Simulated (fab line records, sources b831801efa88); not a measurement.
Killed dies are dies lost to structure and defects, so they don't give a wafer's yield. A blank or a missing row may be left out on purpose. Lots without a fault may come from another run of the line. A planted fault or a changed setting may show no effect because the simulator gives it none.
Which tool did it? | flow gf180mcu | 12 lots, 36 wafers sampled, at 5 steps of a route of 602

WHAT THE GAUGES READ, wafer by wafer
GF_POLY_GATE_THK_MEAS_17.
lot  | measured     | on            | POLY_GATE_OXIDATION_THK (nm)
L467 | day 9 12:46  | film_metro-04 | 3.84 3.83 3.86
L468 | day 9 18:58  | film_metro-02 | 4.16 4.11 4.12
L474 | day 11 15:59 | film_metro-02 | 4.01 3.97 4.00
L476 | day 12 06:06 | film_metro-02 | 3.96 3.99 4.05
L479 | day 13 04:59 | film_metro-01 | 3.88 3.99 3.97
L480 | day 13 09:46 | film_metro-01 | 3.93 3.94 4.02
L481 | day 13 21:49 | film_metro-01 | 3.97 3.99 3.97
L482 | day 14 00:40 | film_metro-01 | 3.96 3.87 3.96
L484 | day 14 15:20 | film_metro-02 | 4.02 3.91 4.02
L485 | day 15 00:16 | film_metro-01 | 3.94 3.87 3.84
L487 | day 15 13:29 | film_metro-02 | 3.87 3.81 3.78
L489 | day 16 07:19 | film_metro-04 | 4.01 3.96 4.02

GF_HV_LDD_CD_MEAS_46: target cd 400 nm.
lot  | measured     | on        | cd_nm (nm)
L467 | day 12 15:41 | cd_sem-02 | 399.4 399.6 399.2
L468 | day 12 20:21 | cd_sem-02 | 402.6 403.9 403.8
L474 | day 15 00:13 | cd_sem-02 | 407.7 406.6 404.9
L476 | day 15 17:23 | cd_sem-02 | - - -
L479 | day 16 18:28 | cd_sem-02 | 404.7 404.2 407.2
L480 | day 16 23:14 | cd_sem-02 | 403.9 402.3 402.4
L481 | day 17 12:45 | cd_sem-02 | 403.4 403.7 405.5
L482 | day 17 14:48 | cd_sem-01 | 403.0 402.6 403.9
L484 | day 18 06:34 | cd_sem-01 | 403.2 401.7 403.8
L485 | day 18 17:23 | cd_sem-02 | 402.6 405.1 404.2
L487 | day 19 07:01 | cd_sem-02 | 402.5 400.3 398.8
L489 | day 20 05:37 | cd_sem-01 | 404.8 403.2 401.2

GF_HV_LDD_TW_MEAS_50.
lot  | measured     | on            | HV_LDD_4_TW
L467 | day 12 16:06 | film_metro-02 | 567 567 570
L468 | day 12 20:46 | film_metro-03 | 566 570 569
L474 | day 15 00:37 | film_metro-04 | 580 579 578
L476 | day 15 17:46 | film_metro-04 | 31 30 30
L479 | day 16 18:52 | film_metro-04 | 575 581 577
L480 | day 16 23:39 | film_metro-04 | 582 581 582
L481 | day 17 13:08 | film_metro-02 | 569 568 568
L482 | day 17 15:13 | film_metro-04 | 581 579 578
L484 | day 18 06:58 | film_metro-02 | 567 570 568
L485 | day 18 17:47 | film_metro-04 | 583 585 581
L487 | day 19 07:25 | film_metro-04 | 582 581 580
L489 | day 20 06:02 | film_metro-04 | 578 578 582

WHICH TOOL RAN EACH LOT (tool, then ch and the chambers of the sampled wafers, then the start)
lot  | GF_HV_LDD_EXPOSE_43                 | GF_HV_LDD_STRIP_49
L467 | iline_stepper-02 ch 0, day 12 05:59 | plasma_asher-02 ch 0, day 12 16:00
L468 | iline_stepper-01 ch 0, day 12 11:10 | plasma_asher-02 ch 0,1, day 12 20:40
L474 | iline_stepper-02 ch 0, day 14 13:43 | plasma_asher-02 ch 0,1, day 15 00:31
L476 | iline_stepper-02 ch 0, day 15 07:21 | plasma_asher-02 ch 0,1, day 15 17:41
L479 | iline_stepper-01 ch 0, day 16 07:30 | plasma_asher-03 ch 1, day 16 18:46
L480 | iline_stepper-02 ch 0, day 16 12:37 | plasma_asher-01 ch 0,1, day 16 23:33
L481 | iline_stepper-02 ch 0, day 17 01:40 | plasma_asher-01 ch 0,1, day 17 13:02
L482 | iline_stepper-02 ch 0, day 17 04:03 | plasma_asher-02 ch 0,1, day 17 15:07
L484 | iline_stepper-02 ch 0, day 17 19:16 | plasma_asher-02 ch 0,1, day 18 06:52
L485 | iline_stepper-02 ch 0, day 18 06:32 | plasma_asher-03 ch 0,1, day 18 17:41
L487 | iline_stepper-02 ch 0, day 18 19:52 | plasma_asher-03 ch 0,1, day 19 07:18
L489 | iline_stepper-01 ch 0, day 19 18:06 | plasma_asher-01 ch 0, day 20 05:55
- GF_HV_LDD_EXPOSE_43: exposes mask Pplus HV AREA, target cd 400 nm.
- GF_HV_LDD_STRIP_49: strips in O2/N2.

WHAT THE TOOLS THEMSELVES READ (means of the sampled wafers that have a number; where no wafer has one, the mark that the record gives instead)
GF_HV_LDD_STRIP_49.
lot  | tool            | drypump_motor_current_A (A) | heater_power_w (W) | oes_product_au (a.u.) | strip_time_to_endpoint_s (s)
L467 | plasma_asher-02 | 5.7                         | 266                | 0.716                 | 12.65
L468 | plasma_asher-02 | 5.6                         | 281                | 0.716                 | 12.63
L474 | plasma_asher-02 | 5.5                         | 283                | 0.711                 | 12.62
L476 | plasma_asher-02 | 5.5                         | 278                | 0.716                 | 12.64
L479 | plasma_asher-03 | 5.5                         | 305                | 0.712                 | 12.61
L480 | plasma_asher-01 | 5.7                         | 326                | 0.717                 | 12.64
L481 | plasma_asher-01 | 6.2                         | 318                | 0.713                 | 12.60
L482 | plasma_asher-02 | 5.5                         | 295                | 0.714                 | 12.66
L484 | plasma_asher-02 | 5.4                         | 296                | 0.719                 | 12.63
L485 | plasma_asher-03 | 5.5                         | 302                | 0.715                 | 12.57
L487 | plasma_asher-03 | 5.5                         | 302                | 0.714                 | 12.65
L489 | plasma_asher-01 | 6.6                         | 309                | 0.714                 | 12.66

THE ANSWER, worked out from the rows above alone
Rule: what is usual is taken from the lots themselves. Put in order of their means at a reading, lots are off if they are a third of the lots or fewer, leave a main group of 4 or more, and stand apart from it by a gap of 3 or more times the standard deviation of the main group's means; of several such gaps the widest counts. A main group whose means are all the same, to the digits that the tables above print for the reading, isn't used. A lot without any number at a reading at which 4 lots or more have one is off too. The other lots that the step has rows for count as sound. The gauges are gone through in route order, then the tools' own readings, and for those a lot's mean is taken as printed above. The first step at which some lot is off is used, and at that step the reading that is off furthest; a lot without a number counts as furthest.
Off: L476, at GF_HV_LDD_CD_MEAS_46 (cd_nm). Without a number there: L476. The main group: mean 403.2 nm, standard deviation 1.9.
A tool fits if, at a process step before that reading, it ran every lot that is off, and no sound lot after the first of them. The gauges at GF_HV_LDD_CD_MEAS_46 aren't tried: what is off there is off at GF_HV_LDD_TW_MEAS_50 too, on other tools, and a gauge's error can't cause that. None of those tried fits.

WHAT THE SIMULATOR HAD PUT IN
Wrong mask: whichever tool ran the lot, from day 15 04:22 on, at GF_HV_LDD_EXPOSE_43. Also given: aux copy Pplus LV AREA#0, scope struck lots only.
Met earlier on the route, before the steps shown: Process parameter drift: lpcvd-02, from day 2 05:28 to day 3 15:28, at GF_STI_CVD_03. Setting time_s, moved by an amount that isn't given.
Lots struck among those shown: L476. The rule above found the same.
